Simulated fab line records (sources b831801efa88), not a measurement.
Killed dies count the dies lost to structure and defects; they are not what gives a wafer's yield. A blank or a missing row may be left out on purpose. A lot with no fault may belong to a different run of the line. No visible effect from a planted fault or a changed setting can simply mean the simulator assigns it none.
Chamber matching -- flow sky130 -- SKY_CONTACT_CVD_00 on pecvd-04 has 3 sister chambers
The step deposits Si3N4, target thk 75 nm. 18 wafers are shown with their chamber, then 9 later ones without.

## EACH WAFER AND ITS CHAMBER
wafer,chamber,heater_power_outer_w (W),heater_power_w (W)
L075.1,0,500,865
L075.2,2,525,849
L075.4,2,535,841
L078.1,0,485,858
L078.5,0,498,854
L078.6,1,396,750
L081.2,0,433,775
L081.4,0,421,767
L081.6,1,467,832
L083.4,0,445,801
L083.5,2,436,706
L083.6,1,411,770
L088.1,1,463,820
L088.3,2,523,822
L088.4,0,463,806
L091.2,1,486,855
L091.3,0,478,822
L091.6,0,474,822

SIGNATURES (means of the wafers above)
reading,chamber 0,chamber 1,chamber 2,scatter within a chamber
heater_power_outer_w,466.33,444.60,504.75,35.3
heater_power_w,818.89,805.40,804.50,45.5
Rule: for each reading, subtract the chamber's mean from the wafer's reading, divide by that reading's scatter and square the result; add these up over the readings and take the root, which gives the wafer's distance from the chamber. If the next closest chamber is less than 2 further off than the closest, the wafer can't be placed; otherwise it belongs to the closest. How the scatter is found: for the shown wafers, subtract from each reading the mean of its chamber, square and add these, divide the total by (wafers less chambers), then take the root.

## WAFERS WITHOUT THEIR CHAMBER
wafer,heater_power_outer_w (W),heater_power_w (W)
L093.2,518,843
L093.5,539,837
L093.6,448,819
L095.1,432,772
L095.2,504,819
L095.5,474,847
L096.2,443,740
L096.4,516,893
L096.5,478,849

## WHICH CHAMBER EACH WENT THROUGH
wafer,from the rows above,in truth
L093.2,can't be placed: 2 or 0 or 1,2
L093.5,can't be placed: 2 or 0 or 1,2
L093.6,can't be placed: 1 or 0 or 2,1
L095.1,can't be placed: 1 or 0 or 2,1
L095.2,can't be placed: 2 or 0 or 1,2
L095.5,can't be placed: 0 or 1 or 2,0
L096.2,can't be placed: 1 or 0 or 2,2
L096.4,can't be placed: 2 or 0 or 1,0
L096.5,can't be placed: 0 or 2 or 1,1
Correct placement for 0 of the 9. Cannot be placed on the basis of these rows: 9; the candidates contain the true chamber in 9. 0 placed wrongly.
